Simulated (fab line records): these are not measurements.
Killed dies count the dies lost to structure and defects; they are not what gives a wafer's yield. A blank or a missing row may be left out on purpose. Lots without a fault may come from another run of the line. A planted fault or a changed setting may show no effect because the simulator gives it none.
One fault seen from 2 desks | flow sky130 | what lay behind the numbers comes last; until then each desk has only its own

== TOOL OWNER'S DESK, litho track-03 ==
Per lot that ran on this tool, the mean of the sampled wafers carrying a number, from the tool's own readings at SKY_SONOS_ONO_SOFTBAKE_09 (time 60 s). A lot is out of limits, marked OUT, if its mean lies more than 4 standard deviations from the usual mean; the brackets give that distance.
Columns: A = heater power total W at SKY_SONOS_ONO_SOFTBAKE_09, usual 56.59 W; B = run length s at SKY_SONOS_ONO_SOFTBAKE_09, usual 89.17 s
lot  | first seen here | A                       | B
L593 | day 12 08:08    | 56.59                   | 89.15
L595 | day 13 05:08    | 56.58                   | 89.16
L596 | day 13 12:22    | 56.58                   | 89.06
L601 | day 15 08:02    | 56.58                   | 89.19
L610 | day 18 02:50    | 61.59 (+99 or more) OUT | 75.57 (-99 or more) OUT
L612 | day 19 00:05    | 61.60 (+99 or more) OUT | 75.53 (-99 or more) OUT
This desk's finding: out of limits on L610, L612; first on L610, day 18 02:50 (heater power total W at SKY_SONOS_ONO_SOFTBAKE_09). L593, L595, L596, L601 stayed within limits.

== METROLOGY DESK ==
Means of the sampled wafers that have a number, per lot and without regard to the tool the lot ran on: this is what the gauges read. A lot is out of limits, marked OUT, if its mean lies more than 4 standard deviations from the usual mean; the brackets give that distance.
Columns: A = SONOS_TUNNEL_TW at SKY_SONOS_TUNNEL_TW_MEAS_12, usual 197.3; B = SONOS_ONO_OXIDATION_THK at SKY_SONOS_ONO_THK_MEAS_01, usual 2.63 nm; C = SONOS_ONO_CVD_02_THK at SKY_SONOS_ONO_THK_MEAS_03, usual 10.51 nm; D = SONOS_ONO_CVD_04_THK at SKY_SONOS_ONO_THK_MEAS_05, usual 5.76 nm; E = cd nm at SKY_SONOS_ONO_CD_MEAS_13, usual 409.7 nm; F = SONOS_ONO_OVL at SKY_SONOS_ONO_OVL_MEAS_14, usual -0.1 nm
lot  | first seen here | A     | B    | C     | D    | E     | F
L593 | day 11 13:06    | 198.6 | 2.65 | 10.52 | 5.84 | 408.5 | -0.4
L595 | day 12 09:47    | 196.7 | 2.57 | 10.28 | 5.78 | 406.6 | -1.0
L596 | day 12 17:22    | 197.6 | 2.55 | 10.59 | 5.71 | 407.6 | 0.4
L601 | day 14 13:29    | 196.6 | 2.70 | 10.48 | 5.56 | 411.1 | 1.5
L610 | day 17 06:14    | 196.5 | 2.67 | 10.50 | 5.71 | 411.8 | -1.8
L612 | day 18 01:03    | 198.0 | 2.64 | 10.37 | 5.82 | 411.4 | 0.4
Result from this desk: across the 6 lots, nothing is out of limits.

== TAKEN TOGETHER ==
At day 18 02:50, on L610, L612, the tool owner's desk was in a position to raise an alarm.
At the metrology desk, nothing out of limits was observed.
The metrology desk holds a record of L610, L612, inside its limits.
SKY_SONOS_ONO_SOFTBAKE_09 was run on litho track-03 by each of the lots named.

== WHAT THE SIMULATOR HAD PUT IN ==
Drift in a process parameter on litho track-03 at SKY_SONOS_ONO_SOFTBAKE_09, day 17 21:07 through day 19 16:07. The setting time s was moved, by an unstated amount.
Shown lots that were struck: L610, L612.
How many hours passed from the start of the fault until each desk's first out-of-limits reading: the tool owner's desk, 6.
